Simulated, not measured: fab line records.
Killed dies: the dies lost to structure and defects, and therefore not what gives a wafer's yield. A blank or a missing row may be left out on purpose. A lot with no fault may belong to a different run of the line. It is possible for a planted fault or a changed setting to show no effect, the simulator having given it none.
Check of tool commonality + flow gf180mcu + Lots sampled 12, wafers sampled 36

## WHY THIS WAS OPENED
2 of 12 lots carry a flag on the reading V3_W_RS at GF_V3_RS_MEAS_24. No-fault wafers: 0.326 ohm/sq, standard deviation 0.0047.
Rule: a lot is flagged in two cases, either no wafer of it has a number, or all its wafers with numbers fall more than 4 standard deviations from that mean. As for the other lots, they are considered sound.

| lot  | measured     | on            | V3_W_RS (ohm/sq), wafer by wafer | flag    |
|------|--------------|---------------|----------------------------------|---------|
| L475 | day 23 09:01 | film_metro-03 | 0.327 0.315 0.324                |         |
| L476 | day 23 12:59 | film_metro-01 | 0.332 0.319 0.319                |         |
| L477 | day 24 02:43 | film_metro-01 | 0.321 0.328 0.320                |         |
| L478 | day 24 13:52 | film_metro-02 | 44.607 44.343 43.562             | FLAGGED |
| L479 | day 24 17:28 | film_metro-03 | 43.340 43.326 43.432             | FLAGGED |
| L481 | day 25 06:33 | film_metro-03 | 0.328 0.331 0.317                |         |
| L488 | day 27 23:55 | film_metro-03 | 0.326 0.330 0.332                |         |
| L489 | day 28 08:37 | film_metro-01 | 0.331 0.328 0.322                |         |
| L491 | day 28 16:04 | film_metro-03 | 0.324 0.324 0.332                |         |
| L492 | day 28 22:19 | film_metro-01 | 0.332 0.325 0.332                |         |
| L493 | day 29 06:23 | film_metro-01 | 0.326 0.335 0.324                |         |
| L495 | day 29 15:26 | film_metro-02 | 0.320 0.323 0.325                |         |
Averaged over the flagged lots the numbers come to 43.768 ohm/sq, +43.442 ohm/sq from the usual (+99 or more standard deviations).

## WHICH TOOL EACH LOT WENT THROUGH
Before the reading, the record contains 2 process steps out of a 602-step route. Each cell gives the tool, then ch followed by the chambers the sampled wafers passed through, then the start.
| lot  | flag    | GF_M2_SPUTTER_03             | GF_V3_CVD_23                  |
|------|---------|------------------------------|-------------------------------|
| L475 |         | pvd_sputter-02, day 19 03:32 | cvd_w-02 ch 0,1, day 23 08:53 |
| L476 |         | pvd_sputter-04, day 19 08:44 | cvd_w-01 ch 0,1, day 23 12:52 |
| L477 |         | pvd_sputter-02, day 19 22:57 | cvd_w-01 ch 0,1, day 24 02:34 |
| L478 | FLAGGED | pvd_sputter-02, day 20 09:58 | cvd_w-01 ch 0,1, day 24 13:46 |
| L479 | FLAGGED | pvd_sputter-04, day 20 14:29 | cvd_w-01 ch 0,1, day 24 17:20 |
| L481 |         | pvd_sputter-01, day 21 04:19 | cvd_w-01 ch 0,1, day 25 06:26 |
| L488 |         | pvd_sputter-02, day 24 05:05 | cvd_w-01 ch 0,1, day 27 23:40 |
| L489 |         | pvd_sputter-01, day 24 15:11 | cvd_w-01 ch 0,1, day 28 08:31 |
| L491 |         | pvd_sputter-01, day 25 00:18 | cvd_w-01 ch 0,1, day 28 15:55 |
| L492 |         | pvd_sputter-02, day 25 06:51 | cvd_w-01 ch 0,1, day 28 22:11 |
| L493 |         | pvd_sputter-01, day 25 14:47 | cvd_w-01 ch 0,1, day 29 06:16 |
| L495 |         | pvd_sputter-02, day 26 01:59 | cvd_w-01 ch 0, day 29 15:19   |
What these steps do:
- GF_M2_SPUTTER_03: material Ti, target thk 10 nm, time 6.7 s.
- GF_V3_CVD_23: deposits W, target thk 350 nm, time 104.9 s.
- GF_V3_RS_MEAS_24: measures by four-point-probe.

## FLAGGED OVER TOTAL, TOOL BY TOOL (the gauges that took the reading come last)
| step             | tool           | lots run | flagged | share of the flagged lots | sound lots run after its first flagged lot |
|------------------|----------------|----------|---------|---------------------------|--------------------------------------------|
| GF_M2_SPUTTER_03 | pvd_sputter-01 | 4        | 0       | none                      | -                                          |
| GF_M2_SPUTTER_03 | pvd_sputter-02 | 6        | 1       | some                      | 3 (L488,L492,L495)                         |
| GF_M2_SPUTTER_03 | pvd_sputter-04 | 2        | 1       | some                      | 0                                          |
| GF_V3_CVD_23     | cvd_w-01       | 11       | 2       | all                       | 7 (L481,L488,L489,L491,L492,L493,L495)     |
| GF_V3_CVD_23     | cvd_w-02       | 1        | 0       | none                      | -                                          |
| GF_V3_RS_MEAS_24 | film_metro-01  | 5        | 0       | none                      | -                                          |
| GF_V3_RS_MEAS_24 | film_metro-02  | 2        | 1       | some                      | 1 (L495)                                   |
| GF_V3_RS_MEAS_24 | film_metro-03  | 5        | 1       | some                      | 3 (L481,L488,L491)                         |

## WHAT THE TABLE ALLOWS
In the table, 1 row covers all flagged lots: cvd_w-01 at GF_V3_CVD_23.
- cvd_w-01 at GF_V3_CVD_23: 2 of its 11 lots flagged. Sound lots followed the first flagged one (L481, L488, L489, L491, L492, L493, L495) on it, something a lasting fault affecting the whole tool could not allow. On the flagged lots its readings are blank where sound lots have values: chamber_pressure_Torr, heater_power_outer_w, heater_power_w.
Every row of the table either missed a flagged lot or ran a sound lot after the first.

## WHAT HAD BEEN PUT IN BY THE SIMULATOR
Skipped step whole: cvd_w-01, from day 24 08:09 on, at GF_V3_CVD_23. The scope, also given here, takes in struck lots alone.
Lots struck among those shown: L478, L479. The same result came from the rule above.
